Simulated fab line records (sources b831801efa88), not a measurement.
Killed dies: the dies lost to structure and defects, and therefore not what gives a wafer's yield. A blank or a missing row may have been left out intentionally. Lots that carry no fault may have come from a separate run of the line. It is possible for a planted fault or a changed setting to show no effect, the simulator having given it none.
Which tool is to blame?	flow sky130	Sampling: 12 lots, 36 wafers, 3 of 708 route steps

## WHAT THE GAUGES SHOWED, per wafer
SKY_CAPM_OVL_MEAS_12.
lot	measured	on	CAPM_OVL (nm)
L284	day 37 02:21	overlay-01	1.7 1.0 2.1
L286	day 37 23:44	overlay-01	-0.9 -3.5 -2.8
L287	day 38 21:05	overlay-02	-1.7 -2.5 -1.8
L296	day 41 10:53	overlay-02	1.3 -1.5 0.3
L297	day 41 10:14	overlay-02	-0.6 -1.1 0.1
L298	day 41 14:52	overlay-02	-0.2 -1.1 1.0
L299	day 42 02:29	overlay-01	0.5 -2.6 -1.7
L300	day 42 05:11	overlay-02	2.3 3.7 0.9
L302	day 42 15:02	overlay-02	-1.1 1.3 1.5
L303	day 43 07:47	overlay-02	2.1 2.3 0.3
L304	day 43 10:47	overlay-02	-0.1 2.0 0.6
L305	day 43 16:29	overlay-02	1.3 -0.4 -0.4

## WHICH TOOL RAN EACH LOT (tool, then ch and the chambers of the sampled wafers, then the start)
lot	SKY_LDD_HVN_STRIP_09	SKY_METAL1_STRIP_20
L284	plasmaAsher-02 ch 0,1, day 19 16:14	plasmaAsher-04 ch 0,1, day 32 09:52
L286	plasmaAsher-02 ch 0,1, day 20 17:11	plasmaAsher-03 ch 0,1, day 33 06:49
L287	plasmaAsher-02 ch 0,1, day 21 23:38	plasmaAsher-01 ch 0,1, day 34 06:03
L296	plasmaAsher-02 ch 0,1, day 25 02:26	plasmaAsher-01 ch 0,1, day 37 01:45
L297	plasmaAsher-02 ch 1, day 25 03:55	plasmaAsher-03 ch 0,1, day 37 00:56
L298	plasmaAsher-04 ch 0,1, day 25 11:29	plasmaAsher-01 ch 0,1, day 37 05:19
L299	plasmaAsher-03 ch 0,1, day 25 21:17	plasmaAsher-01 ch 0,1, day 37 17:32
L300	plasmaAsher-02 ch 0,1, day 26 02:20	plasmaAsher-03 ch 0,1, day 37 20:10
L302	plasmaAsher-03 ch 0,1, day 26 15:02	plasmaAsher-04 ch 0,1, day 38 06:55
L303	plasmaAsher-04 ch 0,1, day 27 09:17	plasmaAsher-04 ch 0,1, day 39 00:59
L304	plasmaAsher-02 ch 0,1, day 27 14:53	plasmaAsher-04 ch 0,1, day 39 03:51
L305	plasmaAsher-02 ch 0,1, day 27 22:43	plasmaAsher-01 ch 0,1, day 39 10:25
- SKY_LDD_HVN_STRIP_09: strips in O2/N2.
- SKY_METAL1_STRIP_20: strips in O2/N2.

## AS READ BY THE TOOLS THEMSELVES (means over the sampled wafers that have a number; for cases with no such wafer, the mark the record gives instead)
SKY_LDD_HVN_STRIP_09.
lot	tool	drypumpMotorCurrentA (A)	n2FlowSccm (sccm)	oesProductAu (a.u.)	stripTimeToEndpointS (s)
L284	plasmaAsher-02	5.9	299.1	0.404	4.131
L286	plasmaAsher-02	5.9	360.4	0.402	4.123
L287	plasmaAsher-02	5.9	360.2	0.408	4.130
L296	plasmaAsher-02	5.9	298.9	0.409	4.133
L297	plasmaAsher-02	5.8	300.5	0.406	4.152
L298	plasmaAsher-04	5.7	300.1	0.410	4.125
L299	plasmaAsher-03	5.1	299.6	0.410	4.119
L300	plasmaAsher-02	5.9	300.2	0.406	4.130
L302	plasmaAsher-03	5.1	300.5	0.410	4.164
L303	plasmaAsher-04	5.3	299.9	0.407	4.138
L304	plasmaAsher-02	5.9	299.4	0.411	4.156
L305	plasmaAsher-02	5.9	299.7	0.408	4.153

SKY_METAL1_STRIP_20.
lot	tool	drypumpMotorCurrentA (A)	n2FlowSccm (sccm)	oesProductAu (a.u.)	stripTimeToEndpointS (s)
L284	plasmaAsher-04	5.3	300.2	0.344	2.72
L286	plasmaAsher-03	5.5	299.4	0.340	2.68
L287	plasmaAsher-01	5.9	300.4	0.341	2.67
L296	plasmaAsher-01	5.6	300.2	0.344	2.70
L297	plasmaAsher-03	5.1	299.7	0.348	2.69
L298	plasmaAsher-01	5.9	299.6	0.340	2.71
L299	plasmaAsher-01	5.9	299.4	0.346	2.73
L300	plasmaAsher-03	5.2	299.9	0.344	2.71
L302	plasmaAsher-04	5.8	298.8	0.344	2.70
L303	plasmaAsher-04	5.3	299.9	0.342	2.69
L304	plasmaAsher-04	5.3	299.5	0.339	2.64
L305	plasmaAsher-01	5.9	299.5	0.345	2.66

## THE ANSWER, worked out from the rows above alone
Rule: what is usual is taken from the lots themselves. Put in order of their means at a reading, lots are off if they are a third of the lots or fewer, leave a main group of 4 or more, and stand apart from it by a gap of 3 or more times the standard deviation of the main group's means; of several such gaps the widest counts. Not used: any main group whose means are identical at the precision the tables above print for the reading. Also off: a lot with no number at a reading for which 4 or more lots have one. All remaining lots with rows at the step are treated as sound. Order of review: gauges by route order, followed by the tools' own readings, for which a lot's mean as printed above is used. At the first step where some lot is off, the reading lying furthest off is the one used; lots without a number count as furthest.
Off: L286, L287 (SKY_LDD_HVN_STRIP_09, n2FlowSccm). Mean 299.8 sccm and standard deviation 0.52 in the main group.
A tool fits if, at that step or a process step before it, it ran every lot that is off, and no sound lot after the first of them. Not one of the candidates tried fits.

## WHAT THE SIMULATOR PUT IN
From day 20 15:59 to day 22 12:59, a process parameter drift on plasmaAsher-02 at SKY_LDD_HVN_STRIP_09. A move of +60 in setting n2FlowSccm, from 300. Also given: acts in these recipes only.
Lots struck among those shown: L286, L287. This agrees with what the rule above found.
